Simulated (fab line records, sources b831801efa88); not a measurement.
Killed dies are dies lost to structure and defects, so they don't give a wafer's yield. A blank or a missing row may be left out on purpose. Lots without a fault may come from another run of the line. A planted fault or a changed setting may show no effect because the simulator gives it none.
A struck lot beside a sound one | flow sky130 | 19 steps out of a route of 708
Sound: wafers L720.3, L720.4, L720.6. Struck: wafers L713.2, L713.3, L713.5. The cause comes at the end.
At each step with rows: each side's tool, then ch and its chambers, then its first start. Under that, the readings that differ: sound wafers | struck wafers | difference of the means | sigmas: that difference in standard deviations of wafers without a fault.
alike: readings whose means differ by less than 2 such deviations, and words and numbers that are the same on both sides. not compared: withheld readings, readings that some wafer has no value for, bounds like >300 that may hide the same value, and numbers for which the record gives no deviation and whose values overlap.
The two part at a step that has a row with sigmas, a row that says differs or no value, or rows on one side only. Numbers that don't overlap but have no deviation are shown without sigmas and don't part them. A reading that every wafer of one side lacks parts them only if that side has two wafers or more.

SKY_POLY_GATE_CD_MEAS_22:
  sound on cd_sem-01, day 24 19:16; struck on cd_sem-02, day 22 07:44
  alike: cd_nm
then, 7 steps without rows for these wafers: SKY_LDD_N_DEHYDRATE_00 (time 60 s); SKY_LDD_N_HMDS_01 (prime time 60 s); SKY_LDD_N_COAT_02 (resist thk 300 nm); SKY_LDD_N_SOFTBAKE_03 (time 60 s); SKY_LDD_N_EXPOSE_04 (exposes mask NTM, target cd 840 nm); SKY_LDD_N_PEB_05; SKY_LDD_N_DEVELOP_06 (develop time 60 s).
SKY_LDD_N_OVL_MEAS_07:
  sound on overlay-01, day 26 00:49; struck on overlay-01, day 23 13:58
  alike: LDD_N_OVL
then, 3 steps without rows for these wafers: SKY_LDD_N_IMPLANT_08; SKY_LDD_N_IMPLANT_09; SKY_LDD_N_IMPLANT_10.
SKY_LDD_N_IMPLANT_11:
  sound on implanter-01 ch 0, day 26 01:25; struck on implanter-04, day 23 14:28
  no value came back on the struck wafers for beam_energy_keV, beam_on_s (s); on the sound wafers beam_energy_keV reads 20.000 19.992 19.999
then, 4 steps without rows for these wafers: SKY_LDD_N_IMPLANT_12; SKY_LDD_N_IMPLANT_13; SKY_LDD_N_IMPLANT_14; SKY_LDD_N_IMPLANT_15.
SKY_LDD_N_STRIP_16: strips in O2/N2.
  sound on plasma_asher-03 ch 0,1, day 26 02:10; struck on plasma_asher-01 ch 0,1, day 23 15:12
  reading                      | sound             | struck            | difference | sigmas
  strip_time_to_endpoint_s (s) | 4.304 4.276 4.320 | 4.125 4.133 4.130 | -0.171     | -11
  alike: drypump_motor_current_A, oes_product_au
  not compared: rf_hours_counter_h
SKY_LDD_N_TW_MEAS_17:
  sound on film_metro-02, day 26 02:14; struck on film_metro-02, day 23 15:19
  reading  | sound          | struck         | difference | sigmas
  LDD_N_TW | 2614 2628 2612 | 2486 2471 2473 | -141       | -5

WHERE THEY PART
First at SKY_LDD_N_IMPLANT_11; last, within this record, at SKY_LDD_N_TW_MEAS_17.

WHY: what the simulator had put in
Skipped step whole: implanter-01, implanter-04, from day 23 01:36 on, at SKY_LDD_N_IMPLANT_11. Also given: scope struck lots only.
